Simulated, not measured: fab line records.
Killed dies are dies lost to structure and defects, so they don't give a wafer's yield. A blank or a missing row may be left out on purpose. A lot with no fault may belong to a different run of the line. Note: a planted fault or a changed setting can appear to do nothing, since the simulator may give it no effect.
fab line records	flow sky130	part 2 of 2: steps 28 to 34 of 34
record lots=5	wafers=15	last-day=50
route steps=708 shown CAPM@537 METAL3@555
lots that met no fault: taken from a fault-free run of the same line
start-h: hours from the record's first day to the start of the lot's first wafer shown	wait-h: hours from the lot's prior step to this one	" as in the row above	L1.1+2: a row that stands for several wafers	- no value, or no start given	* or withheld: withheld	< > ~ a bound
route shown NAME@n: a module of which the file shows steps, and the number in the route of the first	usual: average and standard deviation across the fault-free wafers	same: alike in all rows	chamber/n: place in a boat	sites: the reading at each site	_std_site: the values' standard deviation	_edge_site: mean of outer sites minus mean of inner sites	radius-mm: how far each site lies from the wafer's centre	mask NAME#n: copy n	behind: tool/chamber where the wafer was last shaped	hold: why the lot was held/for how many hours/how that ended	device: the n, p or np transistor that did not switch	end of line: the route-end tests of the same wafers	a step with no rows: only its recipe	killed: not the wafer's yield, but the dies lost to structure and defects at the first sort	map: a wafer's dies, x killed, . not, _ none there
set.NAME: setting as actually run; set.NAME@STEP: the setting as run at that earlier step	model.NAME: the simulator's own value behind a step, which no gauge read
certain route steps with their lots: each step a table, each wafer a row
services: the hour from which a tool's chamber was out of use, counted from the record's first day as start-h (under 0 if before that day), plus the number of hours and why
## steps
# step SKY_METAL3_OVL_MEAS_14
# usual METAL3_OVL=1/6.5
lot.wafer	tool	chamber	start-h	wait-h	METAL3_OVL[nm]
L075.1	overlay-01	-	913.33	0.1	-2
L075.3	"	-	"	"	0
L075.4	"	-	"	"	5
L078.1	overlay-01	-	931.88	0.1	-5
L078.3	"	-	"	"	-5
L078.5	"	-	"	"	-5
L088.2	overlay-02	-	1009.99	0.1	-1
L088.3	"	-	"	"	-5
L088.4	"	-	"	"	-2
L093.2	overlay-02	-	1037.11	0.1	-2
L093.4	"	-	"	"	-1
L093.6	"	-	"	"	3
L096.1	overlay-01	-	1054.33	0.1	-4
L096.5	"	-	"	"	2
L096.6	"	-	"	"	-3
# step SKY_METAL3_DESCUM_15
# recipe chemistry=O2	source-power-w=150	bias-power-w=0	pressure-mtorr=10	temp-c=40	time-s=8
# usual drypump-motor-current-A=5.6/0.51	oes-product-au=0.995/0.0097
lot.wafer	tool	chamber	start-h	wait-h	drypump-motor-current-A	oes-product-au	rf-hours-counter-h
L075.1	rie-metal-01	0	913.36	0.0	5.3	0.996	15
L075.3	"	0	"	"	5.3	1.001	-
L075.4	"	0	"	"	5.3	0.995	-
L078.1	rie-metal-01	0	931.91	0.0	5.3	0.988	18
L078.3	"	0	"	"	5.3	0.992	-
L078.5	"	0	"	"	5.3	0.990	-
L088.2	rie-metal-04	0	1010.02	0.0	5.0	1.008	3
L088.3	"	0	"	"	4.9	1.003	-
L088.4	"	1	"	"	6.1	0.978	-
L093.2	rie-metal-04	0	1037.14	0.0	4.9	1.013	5
L093.4	"	1	"	"	6.1	0.989	-
L093.6	"	0	"	"	4.9	1.004	-
L096.1	rie-metal-03	0	1054.37	0.0	5.8	0.986	14
L096.5	"	0	"	"	5.8	0.999	-
L096.6	"	1	"	"	5.5	1.008	-
# step SKY_METAL3_ETCH_16
# recipe chemistry=N2/H2	target=BARC	ion-energy-ev=200	bias-w=100	pressure-mtorr=30	n2-flow-sccm=100	h2-flow-sccm=200	icp-w=500	stop-on=SiO2	time-s=88.2	target-depth-a=600
# usual drypump-motor-current-A=5.7/0.51	oes-product-au=0.626/0.0044	throttle-valve-pct=13.205/0.0095
lot.wafer	tool	chamber	start-h	wait-h	drypump-motor-current-A	oes-product-au	rf-hours-counter-h	throttle-valve-pct
L075.1	rie-metal-01	0	913.43	0.1	5.3	0.621	15	13.188
L075.3	"	0	"	"	5.3	0.637	-	13.197
L075.4	"	0	"	"	5.3	0.627	-	13.199
L078.1	rie-metal-01	0	931.98	0.1	5.3	0.627	18	13.213
L078.3	"	0	"	"	5.3	0.620	-	13.214
L078.5	"	0	"	"	5.3	0.631	-	13.219
L088.2	rie-metal-04	0	1010.05	0.0	5.0	0.622	3	13.201
L088.3	"	0	"	"	4.9	0.621	-	13.183
L088.4	"	1	"	"	6.1	0.624	-	13.195
L093.2	rie-metal-04	0	1037.17	0.0	5.0	0.625	5	13.207
L093.4	"	1	"	"	6.1	0.623	-	13.205
L093.6	"	0	"	"	5.0	0.621	-	13.215
L096.1	rie-metal-03	0	1054.40	0.0	5.8	0.618	14	13.221
L096.5	"	0	"	"	5.8	0.623	-	13.198
L096.6	"	1	"	"	5.5	0.619	-	13.205
# step SKY_METAL3_ETCH_17
# recipe target=SiO2	stop-on=TiN	chemistry=C4F8/O2/Ar	source-w=1500	bias-w=1200	pressure-mtorr=40	c4f8-flow-sccm=withheld	O2_flow_sccm=6	Ar_flow_sccm=300	time-s=3.9	target-depth-a=150
# usual oes-product-au=0.754/0.0067
lot.wafer	tool	chamber	start-h	wait-h	oes-product-au	rf-hours-counter-h
L075.1	rie-diel-02	2	913.63	0.2	0.746	2
L075.3	"	3	"	"	0.755	14
L075.4	"	1	"	"	0.753	3
L078.1	rie-diel-02	1	932.18	0.2	0.746	4
L078.3	"	3	"	"	0.750	15
L078.5	"	2	"	"	0.748	-
L088.2	rie-diel-04	3	1010.15	0.1	0.751	17
L088.3	"	1	"	"	0.757	10
L088.4	"	0	"	"	0.755	8
L093.2	rie-diel-02	2	1037.27	0.1	0.749	7
L093.4	"	0	"	"	0.758	15
L093.6	"	2	"	"	0.755	-
L096.1	rie-diel-03	3	1054.50	0.1	0.750	12
L096.5	"	2	"	"	0.760	-
L096.6	"	3	"	"	0.751	-
# step SKY_METAL3_METAL_ETCH_18
# recipe target-depth-a=8450	stop-on=SiO2	over-etch-frac=0.3	time-s=183.1	chemistry=Cl2/BCl3	resist-sidewall-deg=88	pressure-mtorr=10	icp-w=900	bias-w=48.5	Cl2_flow_sccm=60	bcl3-flow-sccm=30
# usual drypump-motor-current-A=5.7/0.51	mfc-cl2-sccm=59.98/0.18	oes-product-au=0.863/0.0066	throttle-valve-pct=22.265/0.0091
lot.wafer	tool	chamber	start-h	wait-h	drypump-motor-current-A	mfc-cl2-sccm	oes-product-au	rf-hours-counter-h	throttle-valve-pct
L075.1	rie-metal-04	1	913.64	0.0	6.1	60.13	0.867	1	22.272
L075.3	"	1	"	"	6.1	60.00	0.867	-	22.256
L075.4	"	1	"	"	6.1	59.92	0.857	-	22.263
L078.1	rie-metal-04	1	932.19	0.0	6.1	59.94	0.856	3	22.266
L078.3	"	1	"	"	6.1	59.98	0.853	-	22.261
L078.5	"	1	"	"	6.1	59.77	0.851	-	22.264
L088.2	rie-metal-03	1	1010.16	0.0	5.5	60.11	0.872	14	22.269
L088.3	"	1	"	"	5.5	60.23	0.877	-	22.264
L088.4	"	0	"	"	5.8	59.97	0.878	-	22.283
L093.2	rie-metal-01	1	1037.35	0.1	6.6	60.26	0.869	-	22.265
L093.4	"	1	"	"	6.6	60.18	0.871	-	22.275
L093.6	"	1	"	"	6.6	59.93	0.861	-	22.261
L096.1	rie-metal-04	1	1054.51	0.0	6.1	60.20	0.862	9	22.257
L096.5	"	1	"	"	6.1	59.83	0.863	-	22.268
L096.6	"	0	"	"	5.0	59.94	0.862	-	22.274
# step SKY_METAL3_STRIP_19
# recipe chemistry=O2/N2	power-w=1400	pressure-mtorr=1500	platen-temp-c=withheld	o2-flow-sccm=3000	n2-flow-sccm=300	overash-fraction=0.5
# usual drypump-motor-current-A=5.7/0.42	oes-product-au=0.503/0.006	strip-time-to-endpoint-s=6.56/0.087
lot.wafer	tool	chamber	start-h	wait-h	drypump-motor-current-A	oes-product-au	rf-hours-counter-h	strip-time-to-endpoint-s
L075.1	plasma-asher-02	1	914.00	0.3	5.4	0.507	46	6.57
L075.3	"	0	"	"	6.3	0.520	-	6.63
L075.4	"	1	"	"	5.4	0.503	-	6.65
L078.1	plasma-asher-02	0	932.55	0.3	6.3	0.503	48	6.64
L078.3	"	0	"	"	6.3	0.506	-	6.60
L078.5	"	1	"	"	5.5	0.507	-	6.56
L088.2	plasma-asher-03	1	1010.34	0.1	5.6	0.504	88	6.58
L088.3	"	0	"	"	5.9	0.508	-	6.69
L088.4	"	1	"	"	5.6	0.514	-	6.67
L093.2	plasma-asher-03	0	1037.65	0.2	5.9	0.502	91	6.45
L093.4	"	0	"	"	5.9	0.507	-	6.48
L093.6	"	1	"	"	5.6	0.496	-	6.47
L096.1	plasma-asher-03	1	1054.69	0.1	5.6	0.512	92	6.69
L096.5	"	0	"	"	5.9	0.507	-	6.67
L096.6	"	1	"	"	5.6	0.497	-	6.51
# step SKY_METAL3_STRIP_20
# recipe chemistry=post-etch-residue-remover	time-s=1200	temp-c=72.5
lot.wafer	tool	chamber	start-h	wait-h
L075.1+3+4	wet-bench-01	0	914.10	0.1
L078.1+3+5	wet-bench-01	2	932.65	0.1
L088.2+3+4	wet-bench-03	3	1010.44	0.1
L093.2+4+6	wet-bench-03	1	1037.75	0.1
L096.1+5+6	wet-bench-01	1	1054.79	0.1
## services
tool	chamber	start-h	hours	kind
pvd-sputter-03	-	848.06	4.5	repair
iline-stepper-01	-	848.73	2.1	pm
krf-scanner-02	-	849.42	0.8	pm
rie-diel-02	1	858.22	10.4	repair
rie-diel-02	-	860.87	0.4	repair
iline-stepper-01	-	867.03	1.7	pm
pvd-sputter-03	-	868.07	4.1	repair
rie-metal-03	1	875.22	11.9	repair
iline-stepper-02	-	883.94	8.9	pm
rie-metal-01	1	902.06	73.1	repair
rie-diel-02	3	905.22	3.3	repair
rie-diel-02	-	917.08	1.1	repair
krf-scanner-02	-	934.47	1.3	pm
pecvd-03	-	935.60	1.7	repair
pecvd-03	1	940.56	15.4	repair
rie-metal-01	0	950.78	12.2	repair
wet-bench-01	-	953.65	1.9	pm
rie-metal-03	-	961.36	0.7	repair
krf-scanner-02	-	974.66	1.0	pm
krf-scanner-02	-	1019.32	2.6	repair
krf-scanner-02	-	1035.49	1.8	repair
krf-scanner-02	-	1047.02	0.8	pm
plasma-asher-03	-	1048.70	0.7	repair
plasma-asher-03	-	1052.56	2.0	repair
